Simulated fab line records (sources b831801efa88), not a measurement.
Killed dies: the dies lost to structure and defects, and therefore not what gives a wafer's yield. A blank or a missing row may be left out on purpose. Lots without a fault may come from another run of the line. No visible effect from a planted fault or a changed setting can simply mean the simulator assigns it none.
Lot-split experiment	flow gf180mcu	5 lots, 23 wafers read, on a route of 602 steps

ON THE SPLIT
At GF_DUAL_GATE_OXIDATION_15 (stabilise 600 s, purge 300 s, target thk 7.098 nm), the setting oxTimeS was moved away from the recipe's 1995 s on 20 of the 23 wafers read, by -13.4% to +7.3%. The other wafers ran this setting at the recipe's value.

Reading taken at the split's own step.

THE READING
SiO2_of_DUAL_GATE_OXIDATION_02.thkNm (the simulator's own value, which no gauge read), in nm, at GF_DUAL_GATE_OXIDATION_15 (stabilise 600 s, purge 300 s, target thk 7.098 nm). No usual value for it is given in the file. Across the 3 wafers here that went through the recipe, the average is 14.31 nm and the standard deviation 0.09 nm.

wafer	tool, chamber at the split	oxTimeS as run, s	against the recipe	SiO2_of_DUAL_GATE_OXIDATION_02.thkNm, nm	against lot-mates on the recipe
L074.1	-, -	1727	-13.4%	14.11	no lot-mate on the recipe
L074.2	-, -	1727	-13.4%	14.05	no lot-mate on the recipe
L074.4	-, -	1727	-13.4%	13.87	no lot-mate on the recipe
L074.5	-, -	1727	-13.4%	14.04	no lot-mate on the recipe
L074.6	-, -	1727	-13.4%	13.9	no lot-mate on the recipe
L077.1	-, -	1797	-9.9%	14.19	no lot-mate on the recipe
L077.2	-, -	1797	-9.9%	14.28	no lot-mate on the recipe
L077.4	-, -	1797	-9.9%	14.25	no lot-mate on the recipe
L077.5	-, -	1797	-9.9%	14.29	no lot-mate on the recipe
L077.6	-, -	1797	-9.9%	14.3	no lot-mate on the recipe
L079.1	furnace-02, 0	1995	recipe	14.44	-
L079.3	furnace-02, 0	1995	recipe	14.25	-
L079.6	furnace-02, 0	1995	recipe	14.25	-
L078.1	-, -	2140	+7.3%	14.7	no lot-mate on the recipe
L078.2	-, -	2140	+7.3%	14.83	no lot-mate on the recipe
L078.4	-, -	2140	+7.3%	14.61	no lot-mate on the recipe
L078.5	-, -	2140	+7.3%	14.79	no lot-mate on the recipe
L078.6	-, -	2140	+7.3%	14.91	no lot-mate on the recipe
L084.1	-, -	1875	-6.0%	14.42	no lot-mate on the recipe
L084.2	-, -	1875	-6.0%	14.5	no lot-mate on the recipe
L084.3	-, -	1875	-6.0%	14.39	no lot-mate on the recipe
L084.5	-, -	1875	-6.0%	14.4	no lot-mate on the recipe
L084.6	-, -	1875	-6.0%	14.38	no lot-mate on the recipe

THE FIT
A straight line over all 23 wafers: SiO2_of_DUAL_GATE_OXIDATION_02.thkNm changes by +0.032 nm for each +1% of oxTimeS; r = +0.89; the points scatter about the line by 0.13 nm.
Too few moved wafers have a lot-mate on the recipe to fit a line with each lot's own level taken away.

THE FILE'S OWN FIT
SiO2_of_DUAL_GATE_OXIDATION_02.thkNm changes by +0.0321 nm for each +1% of oxTimeS, r = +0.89.
